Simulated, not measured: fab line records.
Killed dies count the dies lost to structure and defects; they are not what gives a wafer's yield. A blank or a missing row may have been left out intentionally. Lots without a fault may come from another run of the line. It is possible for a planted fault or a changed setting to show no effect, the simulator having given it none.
Comparing a struck lot with a sound one + flow sky130 + 20 out of 708 route steps
Sound: these wafers, L724.1, L724.5, L724.6. Struck: wafers L728.1, L728.2, L728.6. Last of all comes the cause.
Order at every step that has rows: each side's tool, ch and its chambers, its first start. Under that, the readings that differ: sound wafers + struck wafers + difference of the means + sigmas: that difference in standard deviations of wafers without a fault.
alike: readings whose means differ by less than 2 such deviations, and words and numbers that are the same on both sides. not compared: withheld readings, readings that some wafer has no value for, bounds like >300 that may hide the same value, and numbers for which the record gives no deviation and whose values overlap.
Wherever a step has rows on one side only, a row that says differs or no value, or a row with sigmas, the two part there. When numbers do not overlap yet have no deviation, they are printed without sigmas and do not part them. A reading that every wafer of one side lacks parts them only if that side has two wafers or more.

first, 2 steps without rows for these wafers: SKY_NWELL_PEB_08; SKY_NWELL_DEVELOP_09 (develop time 60 s).
SKY_NWELL_OVL_MEAS_10:
  sound on overlay-01 at day 5 14:41; struck on overlay-01 at day 6 09:06
| reading           | sound         | struck      | difference | sigmas |
|-------------------|---------------|-------------|------------|--------|
| NWELL_00_OVL (nm) | -0.9 -0.6 0.5 | 1.8 2.8 3.3 | +3.0       | +2     |
then, 3 steps without rows for these wafers: SKY_NWELL_IMPLANT_11; SKY_NWELL_IMPLANT_12; SKY_NWELL_IMPLANT_13.
SKY_NWELL_STRIP_14: strips in O2/N2.
  sound on plasmaAsher-03 ch 0,1, day 5 15:11; struck on plasmaAsher-03 ch 0,1, day 6 09:35
  alike: chamberPressureMTorr, drypumpMotorCurrentA, oesProductAu, stripTimeToEndpointS
  not compared: rfHoursCounterH
SKY_NWELL_TW_MEAS_15:
  sound on filmMetro-03 at day 5 15:17; struck on filmMetro-04 at day 6 09:41
  alike: NWELL_TW
then, 4 steps without rows for these wafers: SKY_NWELL_DEHYDRATE_16 (time 60 s); SKY_NWELL_HMDS_17 (prime time 60 s); SKY_NWELL_COAT_18 (resist thk 3000 nm); SKY_NWELL_SOFTBAKE_19.
SKY_NWELL_EXPOSE_20: exposes mask NWM COMPLEMENT, target cd 840 nm.
  sound on ilineStepper-02 ch 0, day 5 23:58; struck on ilineStepper-02 ch 0, day 6 19:11
| reading           | sound                                              | struck                  | difference | sigmas |
|-------------------|----------------------------------------------------|-------------------------|------------|--------|
| mask              | NWM_COMPLEMENT#0 NWM_COMPLEMENT#0 NWM_COMPLEMENT#0 | PWDEM#0 PWDEM#0 PWDEM#0 | differs    |        |
| exposureDoseMJCm2 | 259.92 260.27 259.86                               | 259.57 259.19 259.54    | -0.58      | -2     |
then, 2 steps without rows for these wafers: SKY_NWELL_PEB_21; SKY_NWELL_DEVELOP_22 (develop time 60 s).
SKY_NWELL_OVL_MEAS_23:
  sound on overlay-02 at day 6 08:59; struck on overlay-01 at day 7 04:53
| reading           | sound          | struck | difference                    | sigmas |
|-------------------|----------------|--------|-------------------------------|--------|
| NWELL_01_OVL (nm) | -2.7 -3.3 -4.2 | - - -  | no value on the struck wafers |        |
next, for these wafers, 1 step has no rows: SKY_NWELL_IMPLANT_24.
SKY_NWELL_STRIP_25: strips in O2/N2.
  sound on plasmaAsher-01 ch 0,1, day 6 09:10; struck on plasmaAsher-03 ch 0,1, day 7 05:05
  alike: chamberPressureMTorr, drypumpMotorCurrentA, oesProductAu, stripTimeToEndpointS
  not compared: rfHoursCounterH
SKY_NWELL_TW_MEAS_26:
  sound on filmMetro-04 at day 6 09:16; struck on filmMetro-04 at day 7 05:11
| reading    | sound       | struck   | difference | sigmas |
|------------|-------------|----------|------------|--------|
| NWELL_2_TW | 498 502 500 | 30 30 30 | -470       | -81    |
then, 1 step without rows for these wafers: SKY_NWELL_CLEAN_27 (cleans in SC1/SC2, time 150 s).

== WHERE THEY PART ==
Last at SKY_NWELL_TW_MEAS_26 as far as this record goes, first at SKY_NWELL_OVL_MEAS_10.

WHY: the cause the simulator had injected
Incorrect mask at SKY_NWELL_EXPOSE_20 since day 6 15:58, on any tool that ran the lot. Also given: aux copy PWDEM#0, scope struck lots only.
